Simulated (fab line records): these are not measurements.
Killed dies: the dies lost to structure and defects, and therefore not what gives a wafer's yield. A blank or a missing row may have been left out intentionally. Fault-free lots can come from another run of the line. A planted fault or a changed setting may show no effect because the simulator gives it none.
8D (eight disciplines) problem report, filled in by code | flow gf180mcu | the parts of the form that need people (team, actions taken, sign-off) are left out

== 1. PROBLEM STATEMENT ==
Wafers free of any fault read 487.7 ohm/sq (standard deviation 1.4) for NWELL_RS at GF_VT_IMPLANT_RS_MEAS_47, against a mean of 539.2 ohm/sq on 6 wafers of 2 lots. Measured from the usual mean, that is +37 standard deviations.
The step: measures by four-point-probe.
First observed at day 11 10:08: wafer L627.1, on film-metro-02. Wafers with a number at this step in the record: 39, from 13 lots. Rule for "out" (also "out of limits"): further than 4 standard deviations from the usual mean. The other wafers with a number count as sound.

== 2. WHAT IT IS AND WHAT IT IS NOT ==
question                    | is                           | is not
which readings at this step | NWELL_RS                     | -
which lots                  | L627, L628                   | L614, L615, L616, L617, L618, L619, L622, L631, L633, L634, L635
which wafers of those lots  | all that have a number       | -
read on which gauges        | film-metro-01, film-metro-02 | film-metro-04
when                        | from day 11 10:08            | up to then (21 sound wafers); but 12 sound wafers of L631, L633, L634, L635 came after

== 3. SUSPECTS, AND WHAT RULES EACH OUT ==
Counting: a tool at any process step up to the reading remains a suspect when it ran all the lots that are out and ran no sound lot after the first of those.
- the gauge at GF_VT_IMPLANT_RS_MEAS_47 has been ruled out. 2 gauges (film-metro-01, film-metro-02) read the wafers that are out.
- implanter-02 at GF_NWELL_IMPLANT_09: kept. It ran every lot that is out, first L627 (day 6 10:58), and no sound lot after that; its last sound lot up to then is L622 (day 5 05:28). Its own dose-ions-cm2, faraday-current-uA readings are out on those wafers.
After counting, what remains is implanter-02 at GF_NWELL_IMPLANT_09.

== 4. THE CAUSE (what the simulator had put in) ==
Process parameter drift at GF_NWELL_IMPLANT_09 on implanter-02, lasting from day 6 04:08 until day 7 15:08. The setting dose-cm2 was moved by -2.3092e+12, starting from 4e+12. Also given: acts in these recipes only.
This tool alone remained once counting was done.

== 5. SEQUENCE OF EFFECTS, ordered by route ==
Each row: a reading where the mean over the struck wafers with a number is more than 3 standard deviations away from the usual. Only readings for which the record gives a usual standard deviation are gone through. hours: the time from each lot's start at the first step in this table that gives one to its start at this step, as a median over the lots. sigmas: the change in usual standard deviations.
hours | step                     | reading            | usual        | on struck wafers | change | sigmas
0     | GF_NWELL_IMPLANT_09      | dose-ions-cm2      | 4e+12        | 2e+12            | -2e+12 | -99 or more
0     | GF_NWELL_IMPLANT_09      | faraday-current-uA | 22.6         | 9.6              | -13.0  | -30
119   | GF_VT_IMPLANT_RS_MEAS_47 | NWELL_RS           | 487.7 ohm/sq | 539.2            | +51.5  | +37
It contains these process steps:
- GF_NWELL_IMPLANT_09

== 6. WHAT WOULD HAVE CAUGHT IT SOONER ==
The first out-of-limits reading at a measuring or inspecting step in this record came at day 11 10:08, 126 hours after the fault's start at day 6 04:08.
At GF_NWELL_IMPLANT_09, the tool's own readings (dose-ions-cm2, faraday-current-uA) were out on each struck wafer the step has a row for, so an alarm limit on them would have fired on the first such wafer.
Lots out: 2; all had begun GF_NWELL_IMPLANT_09 on implanter-02 by day 11 10:08. Holding the tool at that point would not have protected any of them.
